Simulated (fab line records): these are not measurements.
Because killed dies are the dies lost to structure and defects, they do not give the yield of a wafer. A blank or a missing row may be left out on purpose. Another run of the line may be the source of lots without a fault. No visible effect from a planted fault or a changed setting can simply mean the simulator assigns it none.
Code-filled problem report in 8D (eight disciplines) form + flow gf180mcu + the parts of the form that need people (team, actions taken, sign-off) are left out

== 1. WHAT IS WRONG ==
Mean NSD_RS at GF_PSD_RS_MEAS_14: 47.69 ohm/sq over 6 wafers in 2 lots; fault-free wafers: 46.19 ohm/sq, standard deviation 0.095. Relative to the usual mean, that is a shift of +16 standard deviations.
The step: measures by four-point-probe.
First seen on wafer L435.4, day 19 16:21, on filmMetro-01. At this step, 36 wafers from 12 lots have a number in the record. Rule for "out", or "out of limits": more than 4 standard deviations from the usual mean. The other wafers with a number count as sound.

== 2. WHAT THIS IS AND IS NOT ==
| question                    | is                         | is not                                                                                 |
|-----------------------------|----------------------------|----------------------------------------------------------------------------------------|
| which readings at this step | NSD_RS                     | -                                                                                      |
| which lots                  | L435, L436                 | L421, L422, L423, L426, L428, L429, L437, L438, L440, L443                             |
| which wafers of those lots  | all that have a number     | -                                                                                      |
| read on which gauges        | filmMetro-01, filmMetro-04 | filmMetro-03                                                                           |
| when                        | from day 19 16:21          | up to then (18 sound wafers); but 12 sound wafers of L437, L438, L440, L443 came after |

== 3. THE SUSPECTS, EACH WITH WHAT RULES IT OUT ==
Counting: any tool at a process step up to the reading is kept as a suspect provided that every lot that is out went through it and no sound lot did after the first of them.
- ruled out: the gauge at GF_PSD_RS_MEAS_14. 2 gauges (filmMetro-01, filmMetro-04) read the wafers that are out.
- plasmaAsher-02 at GF_POLY_GATE_STRIP_14 (strips in O2/N2): kept. Every lot that is out went through it, starting with L435 (day 13 17:24), and after that it ran no sound lot; the last sound lot it ran before then is L426 (day 11 00:35).
- implanter-04 at GF_NSD_IMPLANT_10: kept. Every lot that is out went through it, starting with L435 (day 18 15:18), and after that it ran no sound lot; the last sound lot it ran before then is L428 (day 16 00:52).
- plasmaAsher-03 at GF_NSD_STRIP_11 (strips in O2/N2): ruled out as a lasting fault. Following L435 (day 18 15:25), the first lot on it that is out, the sound lots L438 were run on it.
Left after counting: plasmaAsher-02 at GF_POLY_GATE_STRIP_14, implanter-04 at GF_NSD_IMPLANT_10.

== 4. THE CAUSE (what the simulator had put in) ==
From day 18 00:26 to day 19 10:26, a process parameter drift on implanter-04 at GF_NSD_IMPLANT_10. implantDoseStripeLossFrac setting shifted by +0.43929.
2 suspects survive the count, and this tool is in that group.

== 5. THE EFFECT CHAIN, in route order ==
One row per reading whose mean, taken over the struck wafers that have a number, lies over 3 standard deviations from the usual. Scope: only readings with a usual standard deviation given in the record; hours: median across lots of the time from each lot's start at the first step in this table that gives one to its start at this step; sigmas: change in usual standard deviations.
| hours | step              | reading | usual        | on struck wafers | change | sigmas |
|-------|-------------------|---------|--------------|------------------|--------|--------|
| 0     | GF_PSD_RS_MEAS_14 | NSD_RS  | 46.19 ohm/sq | 47.69            | +1.50  | +16    |

== 6. WHAT WOULD HAVE CAUGHT IT SOONER ==
In this record the first reading out of limits at a measuring or inspecting step was taken at day 19 16:21, 40 hours after the fault began at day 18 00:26.
Tool readings at GF_NSD_IMPLANT_10 with a usual standard deviation given in the record: none out on any struck wafer, hence no alarm at a limit of 4 standard deviations on them.
Lots out: 2; all had begun GF_NSD_IMPLANT_10 on implanter-04 by day 19 16:21. None of them would have been spared by holding the tool at that moment.
